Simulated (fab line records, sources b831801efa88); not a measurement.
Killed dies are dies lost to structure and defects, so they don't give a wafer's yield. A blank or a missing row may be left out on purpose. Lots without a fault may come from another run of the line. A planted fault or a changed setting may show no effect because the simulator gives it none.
Which tool did it? | flow gf180mcu | 14 lots, 42 wafers sampled, at 3 steps of a route of 602

WHAT THE GAUGES READ, wafer by wafer
GF_POLY_GATE_THK_MEAS_01. Usual: POLY_GATE_CVD_00_THK 199.9 nm, standard deviation 1.8.
lot  | measured     | on            | POLY_GATE_CVD_00_THK (nm) | flag
L564 | day 8 12:14  | film_metro-04 | 200.6 198.1 198.3         |
L565 | day 8 17:44  | film_metro-02 | 197.3 200.0 196.5         |
L566 | day 8 21:55  | film_metro-04 | 198.7 199.0 198.5         |
L567 | day 9 08:10  | film_metro-02 | 198.8 198.0 198.8         |
L568 | day 9 18:53  | film_metro-03 | 201.8 202.6 200.3         |
L569 | day 9 20:13  | film_metro-04 | 201.8 202.0 200.9         |
L572 | day 10 18:40 | film_metro-03 | 200.6 200.9 200.9         |
L573 | day 11 05:32 | film_metro-04 | 197.4 198.9 199.8         |
L576 | day 12 02:02 | film_metro-04 | 199.7 198.7 197.6         |
L578 | day 12 14:18 | film_metro-04 | 197.2 197.2 197.7         |
L580 | day 13 07:10 | film_metro-04 | 200.2 199.0 201.4         |
L581 | day 13 09:12 | film_metro-04 | 202.6 200.5 202.1         |
L585 | day 14 15:10 | film_metro-02 | 200.8 200.4 201.2         |
L586 | day 14 19:47 | film_metro-02 | 200.1 198.5 198.2         |

GF_POLY_GATE_CD_MEAS_10: target cd 280 nm. Usual: cd_nm 280.3 nm, standard deviation 1.3.
lot  | measured     | on        | cd_nm (nm)        | flag
L564 | day 9 05:00  | cd_sem-02 | 280.8 281.5 280.2 |
L565 | day 9 11:10  | cd_sem-02 | 280.3 279.8 279.3 |
L566 | day 9 15:25  | cd_sem-02 | 279.2 278.4 279.4 |
L567 | day 10 01:37 | cd_sem-01 | 281.0 280.9 281.0 |
L568 | day 10 12:34 | cd_sem-02 | 280.0 280.0 279.9 |
L569 | day 10 13:40 | cd_sem-02 | 280.7 280.4 279.2 |
L572 | day 11 12:49 | cd_sem-02 | 281.1 280.6 280.6 |
L573 | day 11 23:39 | cd_sem-01 | 283.2 282.3 282.5 |
L576 | day 12 21:16 | cd_sem-01 | 280.4 280.4 279.9 |
L578 | day 13 10:18 | cd_sem-01 | 280.7 281.4 281.1 |
L580 | day 14 03:29 | cd_sem-01 | 279.2 279.4 279.8 |
L581 | day 14 05:19 | cd_sem-01 | 282.4 282.2 282.7 |
L585 | day 15 12:16 | cd_sem-01 | 279.4 280.5 279.2 |
L586 | day 15 17:13 | cd_sem-02 | 280.0 279.1 279.2 |

GF_POLY_GATE_CD_MEAS_18. Usual: cd_nm 279.5 nm, standard deviation 2.3.
lot  | measured     | on        | cd_nm (nm)        | flag
L564 | day 9 07:29  | cd_sem-01 | 279.0 279.3 283.0 |
L565 | day 9 13:05  | cd_sem-02 | 278.8 279.5 281.6 |
L566 | day 9 17:24  | cd_sem-02 | 279.9 277.3 281.3 |
L567 | day 10 03:20 | cd_sem-01 | 280.4 280.7 282.8 |
L568 | day 10 15:50 | cd_sem-02 | 278.6 278.4 279.4 |
L569 | day 10 15:56 | cd_sem-01 | 278.3 278.4 276.7 |
L572 | day 11 14:46 | cd_sem-01 | 282.8 282.6 279.0 |
L573 | day 12 01:59 | cd_sem-01 | 280.4 280.4 280.7 |
L576 | day 12 23:03 | cd_sem-02 | 278.3 279.5 278.4 |
L578 | day 13 12:02 | cd_sem-02 | 277.4 276.6 276.0 |
L580 | day 14 09:31 | cd_sem-01 | 278.3 279.4 281.0 |
L581 | day 14 09:29 | cd_sem-02 | 282.9 282.0 283.3 |
L585 | day 15 13:59 | cd_sem-02 | 280.5 279.6 281.0 |
L586 | day 15 18:59 | cd_sem-01 | 278.6 276.8 279.3 |

WHICH TOOL RAN EACH LOT (tool, then ch and the chambers of the sampled wafers, then the start)
The record holds no process step before these readings.

WHAT THE TOOLS THEMSELVES READ (means of the sampled wafers that have a number; where no wafer has one, the mark that the record gives instead)
The record holds no such reading with a usual standard deviation.

THE ANSWER, worked out from the rows above alone
Rule: a lot is off if the mean of its wafers that have a number lies more than 3 standard deviations from the usual mean. A lot without any number at a reading at which 4 lots or more have one is off too. The other lots that the step has rows for count as sound. The gauges are gone through in route order, then the tools' own readings, and for those a lot's mean is taken as printed above. The first step at which some lot is off is used, and at that step the reading that is off furthest; a lot without a number counts as furthest.
No lot is off at any reading shown: from this, nothing can be told.

WHAT THE SIMULATOR HAD PUT IN
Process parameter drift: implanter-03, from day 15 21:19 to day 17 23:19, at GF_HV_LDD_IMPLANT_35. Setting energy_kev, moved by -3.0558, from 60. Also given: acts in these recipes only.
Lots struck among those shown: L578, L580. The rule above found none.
